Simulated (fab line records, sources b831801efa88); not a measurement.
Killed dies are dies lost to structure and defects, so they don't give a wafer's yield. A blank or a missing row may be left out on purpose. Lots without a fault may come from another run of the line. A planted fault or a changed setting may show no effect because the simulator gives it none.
fab line records | flow gf180mcu
record lots=5 wafers=15 last_day=32
route steps=602 shown CONTACT@296 M1@315
lots that met no fault: from a run of the same line without faults
start_h: hours from the record's first day to the start of the lot's first wafer shown | wait_h: hours since the lot's step before | " the same as in the row above | L1.1+2: a row that stands for several wafers | - no value, or no start given | * or withheld: withheld | < > ~ a bound
route shown NAME@n: a module of which the file shows steps, and the number in the route of the first | usual: mean/standard deviation of fault-free wafers | same: alike in all rows | chamber/n: place in a boat | sites: the reading at each site | _std_site: their standard deviation | _edge_site: outer sites' mean less inner sites' | radius_mm: how far each site lies from the wafer's centre | mask NAME#n: copy n | behind: the tool/chamber that last shaped the wafer | hold: why the lot was held/for how many hours/how that ended | device: the transistor (n, p or np) that didn't switch | end of line: the same wafers' tests at the end of the route | a step without rows: its recipe alone | killed: dies lost to structure and defects at the first sort, not the wafer's yield | map: a wafer's dies, x killed, . not, _ none there
set.NAME: the setting as run; set.NAME@STEP: as run at that earlier step | model.NAME: the simulator's own value behind a step, which no gauge read
lots at some steps of the route; a table a step, a row a wafer
services: from which hour (start_h, from the record's first day; less than 0 if before it) a tool's chamber was out of use, for how many hours, and why
## steps
# step GF_CONTACT_COAT_09
# recipe resist=KrF spin_rpm=withheld resist_thk_nm=1000
# usual dispense_pressure_kPa=51/7
# columns lot.wafer tool chamber start_h wait_h dispense_pressure_kPa
L079.1 litho_track-03 0 - - 57
L079.2 " 0 " " 57
L079.4 " 0 " " 57
L082.2 litho_track-02 0 - - 42
L082.4 " 0 " " 42
L082.6 " 0 " " 42
L083.1 litho_track-01 0 - - 55
L083.2 " 0 " " 55
L083.5 " 0 " " 55
L086.2 litho_track-03 0 - - 57
L086.3 " 0 " " 57
L086.4 " 0 " " 57
L088.2 litho_track-03 0 - - 57
L088.3 " 0 " " 57
L088.5 " 0 " " 57
# step GF_CONTACT_SOFTBAKE_10
# recipe temp_c=130 time_s=60 resist=KrF
# usual heater_power_total_W=93.05/0.068
# columns lot.wafer tool chamber start_h wait_h heater_power_total_W
L079.1 litho_track-03 0 - - 93.11
L079.2 " 0 " " 93.07
L079.4 " 0 " " 93.10
L082.2 litho_track-02 0 - - 92.96
L082.4 " 0 " " 93.07
L082.6 " 0 " " 93.02
L083.1 litho_track-01 0 - - 93.08
L083.2 " 0 " " 93.07
L083.5 " 0 " " 92.99
L086.2 litho_track-03 0 - - 93.08
L086.3 " 0 " " 93.01
L086.4 " 0 " " 93.00
L088.2 litho_track-03 0 - - 93.08
L088.3 " 0 " " 93.08
L088.5 " 0 " " 92.97
# step GF_CONTACT_EXPOSE_11
# recipe mask_id=Contact target_cd_nm=220 na=0.68 source_shape=conventional sigma_outer=0.6 dose_mj=38
# columns lot.wafer tool chamber start_h wait_h mask
L079.1+2+4 krf_scanner-01 0 - - Contact#0
L082.2+4+6 krf_scanner-02 0 - - Contact#0
L083.1+2+5 krf_scanner-01 0 - - Contact#0
L086.2+3+4 krf_scanner-01 0 - - Contact#0
L088.2+3+5 krf_scanner-01 0 - - Contact#0
# step GF_CONTACT_PEB_12
# recipe peb_temp_c=135 peb_time_s=90 resist=KrF
# usual heater_power_total_W=85.70/0.084
# columns lot.wafer tool chamber start_h wait_h heater_power_total_W
L079.1 litho_track-03 0 - - 85.71
L079.2 " 0 " " 85.68
L079.4 " 0 " " 85.63
L082.2 litho_track-02 0 - - 85.83
L082.4 " 0 " " 85.64
L082.6 " 0 " " 85.72
L083.1 litho_track-01 0 - - 85.76
L083.2 " 0 " " 85.64
L083.5 " 0 " " 85.65
L086.2 litho_track-02 0 - - 85.88
L086.3 " 0 " " 85.57
L086.4 " 0 " " 85.83
L088.2 litho_track-01 0 - - 85.69
L088.3 " 0 " " 85.76
L088.5 " 0 " " 85.79
# step GF_CONTACT_DEVELOP_13
# recipe develop_time_s=60 resist=KrF dev_temp_c=21
# columns lot.wafer tool chamber start_h wait_h
L079.1+2+4 litho_track-03 0 404.72 0.2
L082.2+4+6 litho_track-02 0 436.28 0.2
L083.1+2+5 litho_track-01 0 444.98 0.2
L086.2+3+4 litho_track-02 0 468.83 0.2
L088.2+3+5 litho_track-01 0 483.26 0.2
# step GF_CONTACT_CD_MEAS_14
# recipe target_cd_nm=220
# usual cd_nm=220.5/1.3
# columns lot.wafer tool chamber start_h wait_h cd_nm
L079.1 cd_sem-01 - 404.87 0.1 223.1
L079.2 " - " " 222.6
L079.4 " - " " 221.7
L082.2 cd_sem-02 - 436.43 0.1 220.3
L082.4 " - " " 219.2
L082.6 " - " " 220.5
L083.1 cd_sem-02 - 445.13 0.1 220.8
L083.2 " - " " 220.0
L083.5 " - " " 219.0
L086.2 cd_sem-01 - 468.98 0.1 220.4
L086.3 " - " " 218.9
L086.4 " - " " 219.9
L088.2 cd_sem-01 - 483.40 0.1 220.2
L088.3 " - " " 223.0
L088.5 " - " " 221.4
# step GF_CONTACT_OVL_MEAS_15
# usual CONTACT_OVL=1/5.8
# columns lot.wafer tool chamber start_h wait_h CONTACT_OVL[nm]
L079.1 overlay-02 - 404.99 0.1 10
L079.2 " - " " 6
L079.4 " - " " 4
L082.2 overlay-01 - 436.53 0.1 -3
L082.4 " - " " -7
L082.6 " - " " -13
L083.1 overlay-02 - 445.25 0.1 -2
L083.2 " - " " 0
L083.5 " - " " -2
L086.2 overlay-02 - 469.08 0.1 -6
L086.3 " - " " -3
L086.4 " - " " -3
L088.2 overlay-01 - 483.51 0.1 -2
L088.3 " - " " -6
L088.5 " - " " -11
# step GF_CONTACT_ETCH_16
# recipe chemistry=N2/H2 target_depth_a=withheld overetch_a=withheld time_s=withheld target=BARC ion_energy_ev=200 source_w=500 bias_w=100 pressure_mtorr=30 n2_flow_sccm=100 h2_flow_sccm=200
# usual drypump_motor_current_A=5.7/0.47 oes_product_au=0.855/0.0048 throttle_valve_pct=13.225/0.01
# columns lot.wafer tool chamber start_h wait_h drypump_motor_current_A oes_product_au throttle_valve_pct
L079.1 rie_diel-01 3 405.03 0.0 5.7 0.859 13.209
L079.2 " 1 " " 6.7 0.848 13.224
L079.4 " 0 " " 4.9 0.861 13.218
L082.2 rie_diel-03 1 436.56 0.0 5.1 0.872 13.200
L082.4 " 2 " " 5.7 0.862 13.230
L082.6 " 0 " " 5.9 0.853 13.234
L083.1 rie_diel-03 3 445.29 0.0 5.4 0.859 13.226
L083.2 " 0 " " 5.9 0.853 13.227
L083.5 " 1 " " 5.1 0.852 13.226
L086.2 rie_diel-04 2 469.11 0.0 5.8 0.865 13.239
L086.3 " 0 " " 5.5 0.849 13.243
L086.4 " 1 " " 6.5 0.845 13.220
L088.2 rie_diel-04 1 483.54 0.0 6.4 0.851 13.199
L088.3 " 0 " " 5.5 0.854 13.241
L088.5 " 0 " " 5.5 0.850 13.245
# step GF_CONTACT_ETCH_17
# recipe chemistry=C4F8/O2/Ar mask_material=KrF target=SiO2 stop_on=CoSi2 source_w=1500 bias_w=1200 pressure_mtorr=40 c4f8_flow_sccm=withheld O2_flow_sccm=6 Ar_flow_sccm=300 time_s=withheld target_depth_a=8600
# usual oes_product_au=0.814/0.0052
# columns lot.wafer tool chamber start_h wait_h oes_product_au
L079.1 rie_diel-01 3 - - 0.824
L079.2 " 1 " " 0.820
L079.4 " 0 " " 0.817
L082.2 rie_diel-03 1 - - 0.808
L082.4 " 2 " " 0.817
L082.6 " 0 " " 0.817
L083.1 rie_diel-03 3 - - 0.804
L083.2 " 0 " " 0.813
L083.5 " 1 " " 0.810
L086.2 rie_diel-04 2 - - 0.818
L086.3 " 0 " " 0.822
L086.4 " 1 " " 0.811
L088.2 rie_diel-04 1 - - 0.807
L088.3 " 0 " " 0.809
L088.5 " 0 " " 0.814
# step GF_CONTACT_STRIP_18
# recipe chemistry=O2/N2 power_w=1400 pressure_mtorr=1500 platen_temp_c=250 o2_flow_sccm=3000 n2_flow_sccm=300 overash_fraction=0.5
# usual drypump_motor_current_A=6.0/0.43 heater_power_w=364/33 oes_product_au=0.580/0.005
# columns lot.wafer tool chamber start_h wait_h drypump_motor_current_A heater_power_w oes_product_au rf_hours_counter_h
L079.1 plasma_asher-01 0 405.19 - 6.0 366 0.584 80
L079.2 " 1 " " 6.2 348 0.576 80
L079.4 " 0 " " 5.9 361 0.576 -
L082.2 plasma_asher-03 0 436.73 - 5.7 385 0.576 31
L082.4 " 1 " " 5.1 447 0.580 -
L082.6 " 1 " " 5.1 446 0.583 -
L083.1 plasma_asher-03 1 445.45 - 5.1 432 0.569 31
L083.2 " 0 " " 5.7 379 0.584 31
L083.5 " 0 " " 5.7 388 0.580 -
L086.2 plasma_asher-02 0 469.28 - 6.5 351 0.583 66
L086.3 " 0 " " 6.5 346 0.585 -
L086.4 " 1 " " 6.1 341 0.582 -
L088.2 plasma_asher-01 1 483.70 - 6.2 363 0.586 6
L088.3 " 1 " " 6.2 363 0.583 -
L088.5 " 0 " " 5.9 342 0.574 -
# step GF_CONTACT_CLEAN_19
# recipe chemistry=SPM
# columns lot.wafer tool chamber start_h wait_h
L079.1+2+4 wet_bench-04 1 405.29 0.1
L082.2+4+6 wet_bench-03 3 436.83 0.1
L083.1+2+5 wet_bench-04 2 445.55 0.1
L086.2+3+4 wet_bench-03 1 469.38 0.1
L088.2+3+5 wet_bench-04 1 483.80 0.1
# step GF_CONTACT_CLEAN_20
# recipe chemistry=DIW
# columns lot.wafer tool chamber start_h wait_h
L079.1+2+4 wet_bench-03 0 405.38 0.0
L082.2+4+6 wet_bench-04 3 436.92 0.0
L083.1+2+5 wet_bench-03 3 445.65 0.0
L086.2+3+4 wet_bench-04 1 469.47 0.0
L088.2+3+5 wet_bench-03 1 483.89 0.0
# step GF_CONTACT_CLEAN_21
# recipe chemistry=dHF time_s=20 dilution=100:1 dry=ipa_marangoni
# columns lot.wafer tool chamber start_h wait_h
L079.1+2+4 wet_bench-04 0 405.62 0.0
L082.2+4+6 wet_bench-03 2 437.01 0.0
L083.1+2+5 wet_bench-02 1 445.74 0.0
L086.2+3+4 wet_bench-02 0 469.57 0.0
L088.2+3+5 wet_bench-02 1 483.99 0.0
# step GF_CONTACT_SPUTTER_22
# recipe material=Ti target_thk_nm=15 chamber_pressure_pa=5 power_w=2500 substrate_temp_c=200 time_s=80.02
# usual chamber_pressure_pa=5.001/0.0081 throttle_valve_pct=29.9/0.58
# columns lot.wafer tool chamber start_h wait_h chamber_pressure_pa throttle_valve_pct
L079.1 pvd_sputter-01 - 405.64 0.0 5.006 29.2
L079.2 " - " " 4.996 30.1
L079.4 " - " " 5.007 30.5
L082.2 pvd_sputter-01 - 437.02 0.0 4.985 29.8
L082.4 " - " " 4.993 30.3
L082.6 " - " " 4.984 29.1
L083.1 pvd_sputter-01 - 445.75 0.0 5.001 29.8
L083.2 " - " " 5.002 30.3
L083.5 " - " " 4.989 30.0
L086.2 pvd_sputter-03 - 469.58 0.0 5.015 30.0
L086.3 " - " " 5.015 29.6
L086.4 " - " " 4.993 29.8
L088.2 pvd_sputter-01 - 484.00 0.0 5.004 29.1
L088.3 " - " " 4.996 30.3
L088.5 " - " " 4.999 30.3
# step GF_CONTACT_SPUTTER_23
# recipe material=TiN target_thk_nm=10 chamber_pressure_pa=5 power_w=4000 time_s=40
# usual chamber_pressure_pa=4.999/0.01 throttle_valve_pct=29.9/0.61
# columns lot.wafer tool chamber start_h wait_h chamber_pressure_pa throttle_valve_pct
L079.1 pvd_sputter-01 - 405.70 0.0 5.003 29.2
L079.2 " - " " 4.995 30.3
L079.4 " - " " 5.000 30.4
L082.2 pvd_sputter-01 - 437.08 0.0 4.995 29.7
L082.4 " - " " 5.002 30.1
L082.6 " - " " 5.006 29.2
L083.1 pvd_sputter-01 - 445.81 0.0 5.000 29.9
L083.2 " - " " 4.972 29.9
L083.5 " - " " 5.001 30.1
L086.2 pvd_sputter-03 - 469.64 0.0 4.996 30.5
L086.3 " - " " 4.988 29.6
L086.4 " - " " 5.008 30.0
L088.2 pvd_sputter-01 - 484.06 0.0 5.002 28.8
L088.3 " - " " 5.007 30.4
L088.5 " - " " 5.012 30.0
# step GF_CONTACT_CVD_24
# recipe material=W target_thk_nm=300 time_s=90.339 temp_c=400 pressure_torr=40
# usual heater_power_w=843/66
# columns lot.wafer tool chamber start_h wait_h heater_power_w
L079.1 cvd_w-02 1 405.74 0.0 829
L079.2 " 0 " " 851
L079.4 " 0 " " 838
L082.2 cvd_w-02 1 437.12 0.0 842
L082.4 " 1 " " 834
L082.6 " 1 " " 844
L083.1 cvd_w-01 1 445.85 0.0 954
L083.2 " 0 " " 722
L083.5 " 1 " " 957
L086.2 cvd_w-02 1 469.68 0.0 832
L086.3 " 0 " " 817
L086.4 " 1 " " 853
L088.2 cvd_w-02 0 484.10 0.0 824
L088.3 " 1 " " 854
L088.5 " 1 " " 847
# step GF_CONTACT_RS_MEAS_25
# recipe thk_meas_gauge=four-point-probe reads=W_of_CONTACT_CVD_24+TiN_of_CONTACT_SPUTTER_23+Ti_of_CONTACT_SPUTTER_22
# usual CONTACT_W_RS=0.385/0.0046
# columns lot.wafer tool chamber start_h wait_h CONTACT_W_RS[ohm/sq]
L079.1 film_metro-03 - 405.84 0.1 0.386
L079.2 " - " " 0.382
L079.4 " - " " 0.386
L082.2 film_metro-02 - 437.24 0.1 0.395
L082.4 " - " " 0.390
L082.6 " - " " 0.389
L083.1 film_metro-03 - 445.95 0.1 0.376
L083.2 " - " " 0.382
L083.5 " - " " 0.385
L086.2 film_metro-03 - 469.80 0.1 0.384
L086.3 " - " " 0.385
L086.4 " - " " 0.385
L088.2 film_metro-02 - 484.22 0.1 0.390
L088.3 " - " " 0.392
L088.5 " - " " 0.388
# step GF_CONTACT_THK_MEAS_26
# recipe thk_meas_gauge=xrf reads=W_of_CONTACT_CVD_24
# usual CONTACT_W_THK=296/5.1
# columns lot.wafer tool chamber start_h wait_h CONTACT_W_THK[nm]
L079.1 film_metro-03 - 405.96 0.1 294
L079.2 " - " " 294
L079.4 " - " " 293
L082.2 film_metro-02 - 437.35 0.1 289
L082.4 " - " " 292
L082.6 " - " " 292
L083.1 film_metro-03 - 446.07 0.1 301
L083.2 " - " " 295
L083.5 " - " " 291
L086.2 film_metro-03 - 469.91 0.1 294
L086.3 " - " " 295
L086.4 " - " " 293
L088.2 film_metro-02 - 484.33 0.1 291
L088.3 " - " " 287
L088.5 " - " " 291
# step GF_CONTACT_CMP_27
# recipe stop_on=SiO2 down_force_psi=3.5 platen_rpm=60 t_overpolish_s=15 target_thk_nm=0 pad_velocity_m_s=0.94248
# usual motor_current_A=11.0/1.4 overpolish_run_s=15.000/0.0086 slurry_filter_dp_kPa=13.50/0.14 time_to_endpoint_s=73/3.5
# columns lot.wafer tool chamber start_h wait_h motor_current_A overpolish_run_s slurry_filter_dp_kPa time_to_endpoint_s
L079.2 cmp-02 3 408.57 2.6 9.6 14.998 13.30 69
L079.4 " 0 " " 11.6 15.005 13.45 72
L079.1 " 1 " " 12.4 15.011 13.37 74
L082.4 cmp-02 3 437.40 0.0 9.4 14.993 13.39 71
L082.2 " 1 " " 12.6 15.019 13.41 72
L082.6 " 0 " " 10.3 15.000 13.38 76
L083.2 cmp-01 3 446.13 0.0 9.5 15.009 13.59 69
L083.1 " 0 " " 11.1 14.995 13.41 78
L083.5 " 0 " " 10.9 14.999 13.74 76
L086.2 cmp-01 1 469.96 0.0 9.1 14.981 13.69 78
L086.3 " 3 " " 9.7 14.990 13.36 70
L086.4 " 0 " " 10.7 14.994 13.48 75
L088.3 cmp-02 0 484.38 0.0 10.9 14.994 13.46 70
L088.2 " 1 " " 12.3 14.998 13.36 72
L088.5 " 0 " " 11.5 15.015 13.68 74
# step GF_M1_SPUTTER_00
# recipe material=Ti target_thk_nm=37.5 arriving_ion_energy_ev=80 substrate_temp_c=200 chamber_pressure_pa=2 power_w=4000 time_s=150
# usual chamber_pressure_pa=2.001/0.0034 throttle_valve_pct=30.0/0.84
# columns lot.wafer tool chamber start_h wait_h chamber_pressure_pa throttle_valve_pct
L079.1 pvd_sputter-04 - 408.87 0.1 1.997 29.3
L079.2 " - " " 2.000 31.0
L079.4 " - " " 1.994 30.4
L082.2 pvd_sputter-04 - 437.70 0.1 2.003 30.2
L082.4 " - " " 2.002 29.0
L082.6 " - " " 1.997 29.1
L083.1 pvd_sputter-04 - 446.43 0.2 1.998 31.1
L083.2 " - " " 2.006 31.6
L083.5 " - " " 1.998 30.3
L086.2 pvd_sputter-01 - 470.26 0.2 2.000 29.6
L086.3 " - " " 2.007 30.2
L086.4 " - " " 2.000 30.1
L088.2 pvd_sputter-04 - 484.68 0.2 2.002 31.0
L088.3 " - " " 2.002 30.4
L088.5 " - " " 1.997 31.7
# step GF_M1_SPUTTER_01
# recipe material=TiN target_thk_nm=30 power_w=6500 time_s=25 chamber_pressure_pa=0.4
# usual chamber_pressure_pa=0.3999/0.00077 throttle_valve_pct=30.0/0.85
# columns lot.wafer tool chamber start_h wait_h chamber_pressure_pa throttle_valve_pct
L079.1 pvd_sputter-04 - 408.97 0.1 0.4002 29.1
L079.2 " - " " 0.4007 31.0
L079.4 " - " " 0.4001 29.9
L082.2 pvd_sputter-04 - 437.80 0.1 0.4004 30.1
L082.4 " - " " 0.4001 29.1
L082.6 " - " " 0.3992 28.8
L083.1 pvd_sputter-04 - 446.53 0.1 0.3996 31.2
L083.2 " - " " 0.4006 31.6
L083.5 " - " " 0.3999 30.2
L086.2 pvd_sputter-01 - 470.36 0.1 0.4006 29.6
L086.3 " - " " 0.3989 30.2
L086.4 " - " " 0.4000 30.2
L088.2 pvd_sputter-04 - 484.78 0.1 0.4007 30.9
L088.3 " - " " 0.4005 30.1
L088.5 " - " " 0.4009 31.2
# step GF_M1_SPUTTER_02
# recipe material=AlCu target_thk_nm=450 power_w=10600 time_s=23.9 chamber_pressure_pa=0.4
# usual chamber_pressure_pa=0.3999/0.00096 throttle_valve_pct=30.0/0.82
# columns lot.wafer tool chamber start_h wait_h chamber_pressure_pa throttle_valve_pct
L079.1 pvd_sputter-04 - 409.00 0.0 0.4010 29.2
L079.2 " - " " 0.4001 31.0
L079.4 " - " " 0.3942 30.3
L082.2 pvd_sputter-04 - 437.83 0.0 0.3994 30.4
L082.4 " - " " 0.4001 29.3
L082.6 " - " " 0.4005 29.4
L083.1 pvd_sputter-04 - 446.56 0.0 0.4012 30.9
L083.2 " - " " 0.4008 31.2
L083.5 " - " " 0.3990 30.4
L086.2 pvd_sputter-01 - 470.39 0.0 0.3989 29.8
L086.3 " - " " 0.3998 30.3
L086.4 " - " " 0.3994 30.2
L088.2 pvd_sputter-04 - 484.81 0.0 0.4002 31.2
L088.3 " - " " 0.3997 30.2
L088.5 " - " " 0.3993 31.4
# step GF_M1_SPUTTER_03
# recipe material=Ti target_thk_nm=10 substrate_temp_c=300 chamber_pressure_pa=0.3 power_w=3000 time_s=6.7
# usual chamber_pressure_pa=0.3000/0.00058 throttle_valve_pct=30.1/0.83
# columns lot.wafer tool chamber start_h wait_h chamber_pressure_pa throttle_valve_pct
L079.1 pvd_sputter-04 - 409.03 0.0 0.2998 29.3
L079.2 " - " " 0.2996 31.2
L079.4 " - " " 0.3005 30.5
L082.2 pvd_sputter-04 - 437.86 0.0 0.2999 30.2
L082.4 " - " " 0.2996 29.3
L082.6 " - " " 0.2985 29.2
L083.1 pvd_sputter-04 - 446.59 0.0 0.3002 30.9
L083.2 " - " " 0.3002 31.7
L083.5 " - " " 0.2992 30.1
L086.2 pvd_sputter-01 - 470.42 0.0 0.2991 29.7
L086.3 " - " " 0.3002 30.4
L086.4 " - " " 0.2993 30.0
L088.2 pvd_sputter-04 - 484.84 0.0 0.2998 31.0
L088.3 " - " " 0.3006 30.2
L088.5 " - " " 0.2996 31.4
# step GF_M1_SPUTTER_04
# recipe material=TiN target_thk_nm=50 power_w=6500 time_s=41.7 chamber_pressure_pa=0.4
# usual chamber_pressure_pa=0.4001/0.00084 throttle_valve_pct=30.0/0.85
# columns lot.wafer tool chamber start_h wait_h chamber_pressure_pa throttle_valve_pct
L079.1 pvd_sputter-04 - 409.05 0.0 0.3997 29.2
L079.2 " - " " 0.4023 30.9
L079.4 " - " " 0.3994 30.2
L082.2 pvd_sputter-04 - 437.88 0.0 0.4007 30.3
L082.4 " - " " 0.4011 29.2
L082.6 " - " " 0.4011 29.0
L083.1 pvd_sputter-04 - 446.61 0.0 0.3993 31.1
L083.2 " - " " 0.3994 31.5
L083.5 " - " " 0.3987 30.1
L086.2 pvd_sputter-01 - 470.44 0.0 0.3998 29.9
L086.3 " - " " 0.3995 30.4
L086.4 " - " " 0.4020 30.3
L088.2 pvd_sputter-04 - 484.86 0.0 0.3996 30.8
L088.3 " - " " 0.3985 30.3
L088.5 " - " " 0.3989 31.3
# step GF_M1_RS_MEAS_05
# recipe thk_meas_gauge=four-point-probe reads=TiN_of_M1_SPUTTER_04+Ti_of_M1_SPUTTER_03+AlCu_of_M1_SPUTTER_02+TiN_of_M1_SPUTTER_01+Ti_of_M1_SPUTTER_00
# usual M1_ALCU_RS=0.0692/0.0007
# columns lot.wafer tool chamber start_h wait_h M1_ALCU_RS[ohm/sq]
L079.1 film_metro-04 - 409.09 0.0 0.0701
L079.2 " - " " 0.0694
L079.4 " - " " 0.0685
L082.2 film_metro-04 - 437.94 0.0 0.0693
L082.4 " - " " 0.0705
L082.6 " - " " 0.0704
L083.1 film_metro-01 - 446.65 0.0 0.0694
L083.2 " - " " 0.0691
L083.5 " - " " 0.0690
L086.2 film_metro-04 - 470.50 0.0 0.0692
L086.3 " - " " 0.0693
L086.4 " - " " 0.0696
L088.2 film_metro-01 - 484.92 0.0 0.0690
L088.3 " - " " 0.0694
L088.5 " - " " 0.0699
# step GF_M1_THK_MEAS_06
# recipe thk_meas_gauge=xrf reads=AlCu_of_M1_SPUTTER_02
# usual M1_ALCU_THK=459/5.3
# columns lot.wafer tool chamber start_h wait_h M1_ALCU_THK[nm]
L079.1 film_metro-04 - 409.21 0.1 450
L079.2 " - " " 455
L079.4 " - " " 461
L082.2 film_metro-04 - 438.05 0.1 456
L082.4 " - " " 448
L082.6 " - " " 448
L083.1 film_metro-01 - 446.77 0.1 460
L083.2 " - " " 466
L083.5 " - " " 461
L086.2 film_metro-04 - 470.61 0.1 454
L086.3 " - " " 458
L086.4 " - " " 451
L088.2 film_metro-01 - 485.03 0.1 469
L088.3 " - " " 464
L088.5 " - " " 462
# step GF_M1_DEHYDRATE_07
# recipe temp_c=200 time_s=60
# usual heater_power_total_W=160.37/0.12
# columns lot.wafer tool chamber start_h wait_h heater_power_total_W
L079.1 litho_track-03 0 419.82 10.6 160.60
L079.2 " 0 " " 160.63
L079.4 " 0 " " 160.44
L082.2 litho_track-03 0 450.15 12.1 160.32
L082.4 " 0 " " 160.15
L082.6 " 0 " " 160.25
L083.1 litho_track-03 0 458.62 11.8 160.57
L083.2 " 0 " " 160.45
L083.5 " 0 " " 160.28
L086.2 litho_track-04 0 481.64 11.0 160.51
L086.3 " 0 " " 160.65
L086.4 " 0 " " 160.27
L088.2 litho_track-01 0 496.51 11.5 160.26
L088.3 " 0 " " 160.38
L088.5 " 0 " " 160.35
# step GF_M1_HMDS_08
# recipe prime_time_s=60 prime_temp_c=120
# usual prime_temp_c=120.00/0.12
# columns lot.wafer tool chamber start_h wait_h prime_temp_c
L079.1 litho_track-03 0 419.97 0.1 120.03
L079.2 " 0 " " 120.18
L079.4 " 0 " " 120.08
L082.2 litho_track-03 0 450.30 0.1 120.07
L082.4 " 0 " " 120.02
L082.6 " 0 " " 119.83
L083.1 litho_track-03 0 458.77 0.1 119.81
L083.2 " 0 " " 120.02
L083.5 " 0 " " 120.07
L086.2 litho_track-04 0 481.79 0.1 119.85
L086.3 " 0 " " 120.04
L086.4 " 0 " " 120.05
L088.2 litho_track-01 0 496.66 0.1 120.00
L088.3 " 0 " " 120.10
L088.5 " 0 " " 120.04
# step GF_M1_COAT_09
# recipe resist=KrF spin_rpm=withheld resist_thk_nm=1000
# usual dispense_pressure_kPa=51/7
# columns lot.wafer tool chamber start_h wait_h dispense_pressure_kPa
L079.1 litho_track-03 0 420.12 0.1 57
L079.2 " 0 " " 57
L079.4 " 0 " " 57
L082.2 litho_track-03 0 450.45 0.1 57
L082.4 " 0 " " 57
L082.6 " 0 " " 57
L083.1 litho_track-03 0 458.92 0.1 57
L083.2 " 0 " " 57
L083.5 " 0 " " 57
L086.2 litho_track-04 0 481.94 0.1 41
L086.3 " 0 " " 41
L086.4 " 0 " " 41
L088.2 litho_track-01 0 496.81 0.1 55
L088.3 " 0 " " 55
L088.5 " 0 " " 55
# step GF_M1_SOFTBAKE_10
# recipe temp_c=130 time_s=60 resist=KrF
# usual heater_power_total_W=93.05/0.059
# columns lot.wafer tool chamber start_h wait_h heater_power_total_W
L079.1 litho_track-03 0 420.27 0.1 93.09
L079.2 " 0 " " 93.00
L079.4 " 0 " " 93.14
L082.2 litho_track-03 0 450.60 0.1 93.09
L082.4 " 0 " " 93.02
L082.6 " 0 " " 93.08
L083.1 litho_track-03 0 459.07 0.1 93.05
L083.2 " 0 " " 93.12
L083.5 " 0 " " 93.00
L086.2 litho_track-04 0 482.09 0.1 93.11
L086.3 " 0 " " 93.05
L086.4 " 0 " " 92.95
L088.2 litho_track-01 0 496.96 0.1 93.10
L088.3 " 0 " " 93.04
L088.5 " 0 " " 93.04
# step GF_M1_EXPOSE_11
# recipe mask_id=Metal1 target_cd_nm=230 na=0.68 source_shape=conventional sigma_outer=0.6 dose_mj=28
# columns lot.wafer tool chamber start_h wait_h mask
L079.1+2+4 krf_scanner-02 0 - - Metal1#0
L082.2+4+6 krf_scanner-02 0 - - Metal1#0
L083.1+2+5 krf_scanner-01 0 - - Metal1#0
L086.2+3+4 krf_scanner-02 0 - - Metal1#0
L088.2+3+5 krf_scanner-01 0 - - Metal1#0
# step GF_M1_PEB_12
# recipe peb_temp_c=135 peb_time_s=90 resist=KrF
# usual heater_power_total_W=85.69/0.08
# columns lot.wafer tool chamber start_h wait_h heater_power_total_W
L079.1 litho_track-01 0 - - 85.53
L079.2 " 0 " " 85.72
L079.4 " 0 " " 85.63
L082.2 litho_track-03 0 - - 85.55
L082.4 " 0 " " 85.79
L082.6 " 0 " " 85.64
L083.1 litho_track-01 0 - - 85.57
L083.2 " 0 " " 85.59
L083.5 " 0 " " 85.66
L086.2 litho_track-04 0 - - 85.74
L086.3 " 0 " " 85.72
L086.4 " 0 " " 85.57
L088.2 litho_track-03 0 - - 85.60
L088.3 " 0 " " 85.63
L088.5 " 0 " " 85.67
# step GF_M1_DEVELOP_13
# recipe develop_time_s=60 dev_temp_c=21
# columns lot.wafer tool chamber start_h wait_h
L079.1+2+4 litho_track-01 0 432.78 0.2
L082.2+4+6 litho_track-03 0 462.30 0.2
L083.1+2+5 litho_track-01 0 470.73 0.2
L086.2+3+4 litho_track-04 0 494.34 0.2
L088.2+3+5 litho_track-03 0 508.25 0.2
# step GF_M1_CD_MEAS_14
# recipe target_cd_nm=230
# usual cd_nm=230.3/1.4
# columns lot.wafer tool chamber start_h wait_h cd_nm
L079.1 cd_sem-02 - 432.93 0.1 231.1
L079.2 " - " " 230.5
L079.4 " - " " 231.4
L082.2 cd_sem-01 - 462.44 0.1 229.0
L082.4 " - " " 231.2
L082.6 " - " " 230.6
L083.1 cd_sem-01 - 470.88 0.1 232.3
L083.2 " - " " 231.4
L083.5 " - " " 231.5
L086.2 cd_sem-01 - 494.55 0.2 232.9
L086.3 " - " " 231.8
L086.4 " - " " 233.4
L088.2 cd_sem-01 - 508.39 0.1 227.9
L088.3 " - " " 229.4
L088.5 " - " " 228.5
# step GF_M1_OVL_MEAS_15
# usual M1_OVL=1/4.9
# columns lot.wafer tool chamber start_h wait_h M1_OVL[nm]
L079.1 overlay-01 - 433.05 0.1 -3
L079.2 " - " " 5
L079.4 " - " " 6
L082.2 overlay-01 - 462.55 0.1 -3
L082.4 " - " " -6
L082.6 " - " " -4
L083.1 overlay-01 - 471.00 0.1 0
L083.2 " - " " -5
L083.5 " - " " 3
L086.2 overlay-01 - 494.65 0.1 -1
L086.3 " - " " 1
L086.4 " - " " 0
L088.2 overlay-01 - 508.50 0.1 6
L088.3 " - " " 7
L088.5 " - " " 6
## services
# columns tool chamber start_h hours kind
cmp-02 - 376.52 3.6 repair
krf_scanner-01 - 379.72 0.4 repair
rie_diel-01 - 382.19 2.8 pm
rie_diel-04 2 382.22 4.3 repair
plasma_asher-03 - 397.89 15.6 pm
cmp-02 - 404.27 4.0 pm
cmp-01 - 405.36 3.6 repair
krf_scanner-01 - 420.88 1.0 pm
plasma_asher-01 - 421.25 9.0 pm
krf_scanner-02 - 423.16 0.8 pm
cmp-01 - 427.27 2.4 repair
wet_bench-02 - 432.31 7.6 repair
pvd_sputter-01 - 432.86 0.8 repair
cmp-01 - 451.44 3.9 repair
rie_diel-01 0 451.81 5.7 repair
krf_scanner-02 - 455.93 2.2 repair
krf_scanner-02 - 456.68 0.1 repair
krf_scanner-02 - 459.16 4.4 pm
pvd_sputter-04 - 464.76 3.6 repair
wet_bench-02 - 479.11 4.4 pm
rie_diel-03 1 486.68 11.8 repair
krf_scanner-02 - 504.28 0.3 repair
krf_scanner-01 - 506.53 1.3 pm
krf_scanner-01 - 508.12 0.7 repair
## key
fault none
